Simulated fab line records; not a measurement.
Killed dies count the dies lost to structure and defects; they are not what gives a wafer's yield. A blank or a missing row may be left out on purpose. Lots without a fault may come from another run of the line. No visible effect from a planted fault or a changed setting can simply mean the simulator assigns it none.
fab line records / flow sky130 / part 2 of 2: steps 26 to 37 of 37
[record] lots = 5 wafers = 15 lastDay = 50
route steps=708 shown CONTACT@414 METAL1@434
lots that met no fault: taken from a fault-free run of the same line
startH: the number of hours between the record's first day and the start of the first shown wafer of the lot / waitH: hours since the lot's step before / " identical to the entry in the row above / L1.1+2: one row covering several wafers at once / - either no value or no given start / * or withheld: withheld / < > ~ a bound
route shown NAME@n: a module of which the file shows steps, and the number in the route of the first / usual: average and standard deviation across the fault-free wafers / same: alike in all rows / chamber/n: place in a boat / sites: the reading at each site / _std_site: the standard deviation of these / _edge_site: the outer-site mean with the inner-site mean subtracted / radiusMm: for every site, how far away it sits from the centre of the wafer / mask NAME#n: copy n / behind: the last tool/chamber to shape the wafer / hold: why the lot went on hold/how many hours it stayed there/how the hold came to an end / device: the n, p or np transistor that did not switch / end of line: tests of these same wafers at the route's end / a step given without rows: its recipe and nothing more / killed: count of dies lost to structure and defects at first sort (not the wafer's yield) / map: a wafer's dies, x killed, . not, _ none there
set.NAME: the setting as run; set.NAME@STEP: as run at that earlier step / model.NAME: the simulator's own value behind a step, which no gauge read
lots at selected steps of the route; one table per step, one row per wafer
services: the hour from which a tool's chamber was out of use, counted from the record's first day as startH (under 0 if before that day), plus the number of hours and why
[[steps]]
[step SKY_METAL1_RS_MEAS_05]
[recipe] thkMeasGauge = four-point-probe reads = TiN_of_METAL1_SPUTTER_04+Ti_of_METAL1_SPUTTER_03+AlCu_of_METAL1_SPUTTER_02+TiN_of_METAL1_SPUTTER_01+Ti_of_METAL1_SPUTTER_00
[usual] METAL1_ALCU_RS = 0.1267/0.0013
lot.wafer=L079.3 tool=filmMetro-01 chamber=- startH=779.92 waitH=0.1 METAL1_ALCU_RS[ohm/sq]=0.1260
lot.wafer=L079.5 tool=filmMetro-01 chamber=- startH=779.92 waitH=0.1 METAL1_ALCU_RS[ohm/sq]=0.1256
lot.wafer=L079.6 tool=filmMetro-01 chamber=- startH=779.92 waitH=0.1 METAL1_ALCU_RS[ohm/sq]=0.1260
lot.wafer=L078.3 tool=filmMetro-04 chamber=- startH=781.94 waitH=0.1 METAL1_ALCU_RS[ohm/sq]=0.1264
lot.wafer=L078.5 tool=filmMetro-04 chamber=- startH=781.94 waitH=0.1 METAL1_ALCU_RS[ohm/sq]=0.1276
lot.wafer=L078.6 tool=filmMetro-04 chamber=- startH=781.94 waitH=0.1 METAL1_ALCU_RS[ohm/sq]=0.1269
lot.wafer=L090.1 tool=filmMetro-04 chamber=- startH=867.01 waitH=0.0 METAL1_ALCU_RS[ohm/sq]=0.1239
lot.wafer=L090.5 tool=filmMetro-04 chamber=- startH=867.01 waitH=0.0 METAL1_ALCU_RS[ohm/sq]=0.1247
lot.wafer=L090.6 tool=filmMetro-04 chamber=- startH=867.01 waitH=0.0 METAL1_ALCU_RS[ohm/sq]=0.1243
lot.wafer=L094.1 tool=filmMetro-04 chamber=- startH=886.80 waitH=0.0 METAL1_ALCU_RS[ohm/sq]=0.1261
lot.wafer=L094.4 tool=filmMetro-04 chamber=- startH=886.80 waitH=0.0 METAL1_ALCU_RS[ohm/sq]=0.1261
lot.wafer=L094.5 tool=filmMetro-04 chamber=- startH=886.80 waitH=0.0 METAL1_ALCU_RS[ohm/sq]=0.1261
lot.wafer=L097.2 tool=filmMetro-03 chamber=- startH=905.31 waitH=0.0 METAL1_ALCU_RS[ohm/sq]=0.1267
lot.wafer=L097.5 tool=filmMetro-03 chamber=- startH=905.31 waitH=0.0 METAL1_ALCU_RS[ohm/sq]=0.1267
lot.wafer=L097.6 tool=filmMetro-03 chamber=- startH=905.31 waitH=0.0 METAL1_ALCU_RS[ohm/sq]=0.1261
[step SKY_METAL1_THK_MEAS_06]
[recipe] thkMeasGauge = xrf reads = AlCu_of_METAL1_SPUTTER_02
[usual] METAL1_ALCU_THK = 247/3
lot.wafer=L079.3 tool=filmMetro-01 chamber=- startH=780.02 waitH=0.1 METAL1_ALCU_THK[nm]=248
lot.wafer=L079.5 tool=filmMetro-01 chamber=- startH=780.02 waitH=0.1 METAL1_ALCU_THK[nm]=251
lot.wafer=L079.6 tool=filmMetro-01 chamber=- startH=780.02 waitH=0.1 METAL1_ALCU_THK[nm]=245
lot.wafer=L078.3 tool=filmMetro-04 chamber=- startH=782.04 waitH=0.1 METAL1_ALCU_THK[nm]=247
lot.wafer=L078.5 tool=filmMetro-04 chamber=- startH=782.04 waitH=0.1 METAL1_ALCU_THK[nm]=245
lot.wafer=L078.6 tool=filmMetro-04 chamber=- startH=782.04 waitH=0.1 METAL1_ALCU_THK[nm]=246
lot.wafer=L090.1 tool=filmMetro-04 chamber=- startH=867.13 waitH=0.1 METAL1_ALCU_THK[nm]=254
lot.wafer=L090.5 tool=filmMetro-04 chamber=- startH=867.13 waitH=0.1 METAL1_ALCU_THK[nm]=253
lot.wafer=L090.6 tool=filmMetro-04 chamber=- startH=867.13 waitH=0.1 METAL1_ALCU_THK[nm]=252
lot.wafer=L094.1 tool=filmMetro-04 chamber=- startH=886.92 waitH=0.1 METAL1_ALCU_THK[nm]=249
lot.wafer=L094.4 tool=filmMetro-04 chamber=- startH=886.92 waitH=0.1 METAL1_ALCU_THK[nm]=250
lot.wafer=L094.5 tool=filmMetro-04 chamber=- startH=886.92 waitH=0.1 METAL1_ALCU_THK[nm]=250
lot.wafer=L097.2 tool=filmMetro-03 chamber=- startH=905.42 waitH=0.1 METAL1_ALCU_THK[nm]=247
lot.wafer=L097.5 tool=filmMetro-03 chamber=- startH=905.42 waitH=0.1 METAL1_ALCU_THK[nm]=245
lot.wafer=L097.6 tool=filmMetro-03 chamber=- startH=905.42 waitH=0.1 METAL1_ALCU_THK[nm]=246
[step SKY_METAL1_DEHYDRATE_07]
[recipe] tempC = 200 timeS = 60
[usual] plateTempC = 200.01/0.16
lot.wafer=L079.3 tool=lithoTrack-04 chamber=0 startH=792.51 waitH=12.5 plateTempC=200.01
lot.wafer=L079.5 tool=lithoTrack-04 chamber=0 startH=792.51 waitH=12.5 plateTempC=199.90
lot.wafer=L079.6 tool=lithoTrack-04 chamber=0 startH=792.51 waitH=12.5 plateTempC=200.19
lot.wafer=L078.3 tool=lithoTrack-04 chamber=0 startH=793.91 waitH=11.9 plateTempC=200.09
lot.wafer=L078.5 tool=lithoTrack-04 chamber=0 startH=793.91 waitH=11.9 plateTempC=200.05
lot.wafer=L078.6 tool=lithoTrack-04 chamber=0 startH=793.91 waitH=11.9 plateTempC=200.30
lot.wafer=L090.1 tool=lithoTrack-02 chamber=0 startH=879.42 waitH=12.3 plateTempC=200.14
lot.wafer=L090.5 tool=lithoTrack-02 chamber=0 startH=879.42 waitH=12.3 plateTempC=200.22
lot.wafer=L090.6 tool=lithoTrack-02 chamber=0 startH=879.42 waitH=12.3 plateTempC=200.10
lot.wafer=L094.1 tool=lithoTrack-02 chamber=0 startH=898.87 waitH=11.9 plateTempC=199.94
lot.wafer=L094.4 tool=lithoTrack-02 chamber=0 startH=898.87 waitH=11.9 plateTempC=199.85
lot.wafer=L094.5 tool=lithoTrack-02 chamber=0 startH=898.87 waitH=11.9 plateTempC=200.01
lot.wafer=L097.2 tool=lithoTrack-02 chamber=0 startH=917.14 waitH=11.7 plateTempC=200.17
lot.wafer=L097.5 tool=lithoTrack-02 chamber=0 startH=917.14 waitH=11.7 plateTempC=199.98
lot.wafer=L097.6 tool=lithoTrack-02 chamber=0 startH=917.14 waitH=11.7 plateTempC=199.81
[step SKY_METAL1_HMDS_08]
[recipe] primeTimeS = 60 primeTempC = 120
lot.wafer=L079.3+5+6 tool=lithoTrack-04 chamber=0 startH=792.66 waitH=0.1
lot.wafer=L078.3+5+6 tool=lithoTrack-04 chamber=0 startH=794.06 waitH=0.1
lot.wafer=L090.1+5+6 tool=lithoTrack-02 chamber=0 startH=879.57 waitH=0.1
lot.wafer=L094.1+4+5 tool=lithoTrack-02 chamber=0 startH=899.02 waitH=0.1
lot.wafer=L097.2+5+6 tool=lithoTrack-02 chamber=0 startH=917.29 waitH=0.1
[step SKY_METAL1_COAT_09]
[recipe] resist = BARC tempC = withheld timeS = withheld spinRpm = 3000 resistThkNm = 60
lot.wafer=L079.3+5+6 tool=lithoTrack-04 chamber=0 startH=792.81 waitH=0.1
lot.wafer=L078.3+5+6 tool=lithoTrack-04 chamber=0 startH=794.21 waitH=0.1
lot.wafer=L090.1+5+6 tool=lithoTrack-02 chamber=0 startH=879.72 waitH=0.1
lot.wafer=L094.1+4+5 tool=lithoTrack-02 chamber=0 startH=899.17 waitH=0.1
lot.wafer=L097.2+5+6 tool=lithoTrack-02 chamber=0 startH=917.44 waitH=0.1
[step SKY_METAL1_COAT_10]
[recipe] resist = KrF-thick spinRpm = 3000 resistThkNm = 450
lot.wafer=L079.3+5+6 tool=lithoTrack-04 chamber=0 startH=- waitH=-
lot.wafer=L078.3+5+6 tool=lithoTrack-04 chamber=0 startH=- waitH=-
lot.wafer=L090.1+5+6 tool=lithoTrack-02 chamber=0 startH=- waitH=-
lot.wafer=L094.1+4+5 tool=lithoTrack-02 chamber=0 startH=- waitH=-
lot.wafer=L097.2+5+6 tool=lithoTrack-02 chamber=0 startH=- waitH=-
[step SKY_METAL1_SOFTBAKE_11]
[recipe] tempC = 100 timeS = 90 resist = KrF-thick
[usual] plateTempC = 99.97/0.14
lot.wafer=L079.3 tool=lithoTrack-04 chamber=0 startH=- waitH=- plateTempC=100.01
lot.wafer=L079.5 tool=lithoTrack-04 chamber=0 startH=- waitH=- plateTempC=100.09
lot.wafer=L079.6 tool=lithoTrack-04 chamber=0 startH=- waitH=- plateTempC=100.11
lot.wafer=L078.3 tool=lithoTrack-04 chamber=0 startH=- waitH=- plateTempC=100.14
lot.wafer=L078.5 tool=lithoTrack-04 chamber=0 startH=- waitH=- plateTempC=99.84
lot.wafer=L078.6 tool=lithoTrack-04 chamber=0 startH=- waitH=- plateTempC=99.97
lot.wafer=L090.1 tool=lithoTrack-02 chamber=0 startH=- waitH=- plateTempC=99.99
lot.wafer=L090.5 tool=lithoTrack-02 chamber=0 startH=- waitH=- plateTempC=100.09
lot.wafer=L090.6 tool=lithoTrack-02 chamber=0 startH=- waitH=- plateTempC=99.89
lot.wafer=L094.1 tool=lithoTrack-02 chamber=0 startH=- waitH=- plateTempC=100.02
lot.wafer=L094.4 tool=lithoTrack-02 chamber=0 startH=- waitH=- plateTempC=100.22
lot.wafer=L094.5 tool=lithoTrack-02 chamber=0 startH=- waitH=- plateTempC=99.85
lot.wafer=L097.2 tool=lithoTrack-02 chamber=0 startH=- waitH=- plateTempC=99.95
lot.wafer=L097.5 tool=lithoTrack-02 chamber=0 startH=- waitH=- plateTempC=99.88
lot.wafer=L097.6 tool=lithoTrack-02 chamber=0 startH=- waitH=- plateTempC=99.84
[step SKY_METAL1_EXPOSE_12]
[recipe] maskId = MM1 na = 0.8 sourceShape = annular sigmaInner = 0.55 sigmaOuter = 0.85 targetCdNm = 140 doseMj = 28
[usual] exposureDoseMJCm2 = 27.89/0.03 focusOffsetNm = 0.0/0.57 reticleTempC = 23.01/0.097
lot.wafer=L079.3 tool=krfScanner-01 chamber=0 startH=- waitH=- mask=MM1#0 exposureDoseMJCm2=27.85 focusOffsetNm=-0.5 reticleTempC=22.95
lot.wafer=L079.5 tool=krfScanner-01 chamber=0 startH=- waitH=- mask=MM1#0 exposureDoseMJCm2=27.89 focusOffsetNm=-0.6 reticleTempC=23.15
lot.wafer=L079.6 tool=krfScanner-01 chamber=0 startH=- waitH=- mask=MM1#0 exposureDoseMJCm2=27.90 focusOffsetNm=-0.2 reticleTempC=23.08
lot.wafer=L078.3 tool=krfScanner-01 chamber=0 startH=- waitH=- mask=MM1#0 exposureDoseMJCm2=27.91 focusOffsetNm=-1.2 reticleTempC=22.87
lot.wafer=L078.5 tool=krfScanner-01 chamber=0 startH=- waitH=- mask=MM1#0 exposureDoseMJCm2=27.87 focusOffsetNm=0.1 reticleTempC=22.99
lot.wafer=L078.6 tool=krfScanner-01 chamber=0 startH=- waitH=- mask=MM1#0 exposureDoseMJCm2=27.89 focusOffsetNm=0.1 reticleTempC=22.99
lot.wafer=L090.1 tool=krfScanner-01 chamber=0 startH=- waitH=- mask=MM1#0 exposureDoseMJCm2=27.88 focusOffsetNm=0.4 reticleTempC=22.97
lot.wafer=L090.5 tool=krfScanner-01 chamber=0 startH=- waitH=- mask=MM1#0 exposureDoseMJCm2=27.84 focusOffsetNm=0.5 reticleTempC=23.06
lot.wafer=L090.6 tool=krfScanner-01 chamber=0 startH=- waitH=- mask=MM1#0 exposureDoseMJCm2=27.87 focusOffsetNm=0.8 reticleTempC=22.94
lot.wafer=L094.1 tool=krfScanner-01 chamber=0 startH=- waitH=- mask=MM1#0 exposureDoseMJCm2=27.91 focusOffsetNm=0.6 reticleTempC=22.92
lot.wafer=L094.4 tool=krfScanner-01 chamber=0 startH=- waitH=- mask=MM1#0 exposureDoseMJCm2=27.95 focusOffsetNm=0.7 reticleTempC=23.11
lot.wafer=L094.5 tool=krfScanner-01 chamber=0 startH=- waitH=- mask=MM1#0 exposureDoseMJCm2=27.92 focusOffsetNm=0.0 reticleTempC=22.87
lot.wafer=L097.2 tool=krfScanner-02 chamber=0 startH=- waitH=- mask=MM1#0 exposureDoseMJCm2=27.91 focusOffsetNm=0.1 reticleTempC=22.81
lot.wafer=L097.5 tool=krfScanner-02 chamber=0 startH=- waitH=- mask=MM1#0 exposureDoseMJCm2=27.87 focusOffsetNm=0.4 reticleTempC=22.90
lot.wafer=L097.6 tool=krfScanner-02 chamber=0 startH=- waitH=- mask=MM1#0 exposureDoseMJCm2=27.93 focusOffsetNm=0.1 reticleTempC=22.81
[step SKY_METAL1_PEB_13]
[recipe] pebTempC = withheld pebTimeS = withheld resist = KrF-thick
lot.wafer=L079.3+5+6 tool=lithoTrack-04 chamber=0 startH=- waitH=-
lot.wafer=L078.3+5+6 tool=lithoTrack-02 chamber=0 startH=- waitH=-
lot.wafer=L090.1+5+6 tool=lithoTrack-01 chamber=0 startH=- waitH=-
lot.wafer=L094.1+4+5 tool=lithoTrack-04 chamber=0 startH=- waitH=-
lot.wafer=L097.2+5+6 tool=lithoTrack-02 chamber=0 startH=- waitH=-
[step SKY_METAL1_DEVELOP_14]
[recipe] developTimeS = 62.35 resist = KrF-thick devTempC = 21
lot.wafer=L079.3+5+6 tool=lithoTrack-04 chamber=0 startH=- waitH=-
lot.wafer=L078.3+5+6 tool=lithoTrack-02 chamber=0 startH=- waitH=-
lot.wafer=L090.1+5+6 tool=lithoTrack-01 chamber=0 startH=- waitH=-
lot.wafer=L094.1+4+5 tool=lithoTrack-04 chamber=0 startH=- waitH=-
lot.wafer=L097.2+5+6 tool=lithoTrack-02 chamber=0 startH=- waitH=-
[step SKY_METAL1_CD_MEAS_15]
[recipe] targetCdNm = 140
[usual] cdNm = 139.9/1.3
lot.wafer=L079.3 tool=cdSem-01 chamber=- startH=807.85 waitH=- cdNm=140.3
lot.wafer=L079.5 tool=cdSem-01 chamber=- startH=807.85 waitH=- cdNm=140.4
lot.wafer=L079.6 tool=cdSem-01 chamber=- startH=807.85 waitH=- cdNm=140.4
lot.wafer=L078.3 tool=cdSem-01 chamber=- startH=808.96 waitH=- cdNm=140.4
lot.wafer=L078.5 tool=cdSem-01 chamber=- startH=808.96 waitH=- cdNm=140.6
lot.wafer=L078.6 tool=cdSem-01 chamber=- startH=808.96 waitH=- cdNm=141.3
lot.wafer=L090.1 tool=cdSem-02 chamber=- startH=893.04 waitH=- cdNm=138.7
lot.wafer=L090.5 tool=cdSem-02 chamber=- startH=893.04 waitH=- cdNm=139.7
lot.wafer=L090.6 tool=cdSem-02 chamber=- startH=893.04 waitH=- cdNm=139.6
lot.wafer=L094.1 tool=cdSem-01 chamber=- startH=911.71 waitH=- cdNm=139.9
lot.wafer=L094.4 tool=cdSem-01 chamber=- startH=911.71 waitH=- cdNm=141.3
lot.wafer=L094.5 tool=cdSem-01 chamber=- startH=911.71 waitH=- cdNm=142.5
lot.wafer=L097.2 tool=cdSem-01 chamber=- startH=928.24 waitH=- cdNm=139.5
lot.wafer=L097.5 tool=cdSem-01 chamber=- startH=928.24 waitH=- cdNm=139.6
lot.wafer=L097.6 tool=cdSem-01 chamber=- startH=928.24 waitH=- cdNm=138.3
[step SKY_METAL1_OVL_MEAS_16]
[usual] METAL1_OVL = -2/4.9
lot.wafer=L079.3 tool=overlay-02 chamber=- startH=807.94 waitH=0.1 METAL1_OVL[nm]=0
lot.wafer=L079.5 tool=overlay-02 chamber=- startH=807.94 waitH=0.1 METAL1_OVL[nm]=0
lot.wafer=L079.6 tool=overlay-02 chamber=- startH=807.94 waitH=0.1 METAL1_OVL[nm]=1
lot.wafer=L078.3 tool=overlay-01 chamber=- startH=809.05 waitH=0.1 METAL1_OVL[nm]=0
lot.wafer=L078.5 tool=overlay-01 chamber=- startH=809.05 waitH=0.1 METAL1_OVL[nm]=-4
lot.wafer=L078.6 tool=overlay-01 chamber=- startH=809.05 waitH=0.1 METAL1_OVL[nm]=2
lot.wafer=L090.1 tool=overlay-01 chamber=- startH=893.16 waitH=0.1 METAL1_OVL[nm]=-8
lot.wafer=L090.5 tool=overlay-01 chamber=- startH=893.16 waitH=0.1 METAL1_OVL[nm]=-10
lot.wafer=L090.6 tool=overlay-01 chamber=- startH=893.16 waitH=0.1 METAL1_OVL[nm]=-12
lot.wafer=L094.1 tool=overlay-01 chamber=- startH=911.83 waitH=0.1 METAL1_OVL[nm]=3
lot.wafer=L094.4 tool=overlay-01 chamber=- startH=911.83 waitH=0.1 METAL1_OVL[nm]=4
lot.wafer=L094.5 tool=overlay-01 chamber=- startH=911.83 waitH=0.1 METAL1_OVL[nm]=1
lot.wafer=L097.2 tool=overlay-02 chamber=- startH=928.34 waitH=0.1 METAL1_OVL[nm]=-3
lot.wafer=L097.5 tool=overlay-02 chamber=- startH=928.34 waitH=0.1 METAL1_OVL[nm]=3
lot.wafer=L097.6 tool=overlay-02 chamber=- startH=928.34 waitH=0.1 METAL1_OVL[nm]=1
[[services]]
tool=cmp-02 chamber=- startH=741.98 hours=1.1 kind=repair
tool=wetBench-03 chamber=- startH=743.44 hours=17.0 kind=repair
tool=cmp-02 chamber=- startH=744.04 hours=4.0 kind=pm
tool=cmp-02 chamber=- startH=758.24 hours=1.5 kind=repair
tool=rieDiel-03 chamber=1 startH=775.30 hours=7.5 kind=repair
tool=rieDiel-01 chamber=0 startH=777.66 hours=12.4 kind=repair
tool=pvdSputter-02 chamber=- startH=781.98 hours=1.3 kind=repair
tool=krfScanner-01 chamber=- startH=789.89 hours=1.9 kind=repair
tool=wetBench-03 chamber=- startH=794.70 hours=2.0 kind=repair
tool=krfScanner-01 chamber=- startH=795.25 hours=1.0 kind=pm
tool=krfScanner-02 chamber=- startH=799.50 hours=0.3 kind=repair
tool=cmp-02 chamber=- startH=804.84 hours=2.1 kind=repair
tool=rieDiel-03 chamber=- startH=817.39 hours=2.8 kind=pm
tool=cmp-02 chamber=- startH=822.81 hours=1.1 kind=repair
tool=krfScanner-02 chamber=- startH=838.29 hours=1.3 kind=pm
tool=rieDiel-01 chamber=0 startH=855.01 hours=3.0 kind=repair
tool=krfScanner-01 chamber=- startH=857.25 hours=1.3 kind=pm
tool=krfScanner-01 chamber=- startH=860.85 hours=0.8 kind=pm
tool=rieDiel-03 chamber=1 startH=869.56 hours=4.3 kind=repair
tool=rieDiel-03 chamber=- startH=896.63 hours=2.2 kind=repair
tool=pvdSputter-02 chamber=- startH=905.93 hours=6.7 kind=repair
tool=pvdSputter-02 chamber=- startH=907.84 hours=5.2 kind=repair
tool=pvdSputter-02 chamber=- startH=914.69 hours=4.2 kind=repair
tool=krfScanner-01 chamber=- startH=927.41 hours=3.0 kind=pm
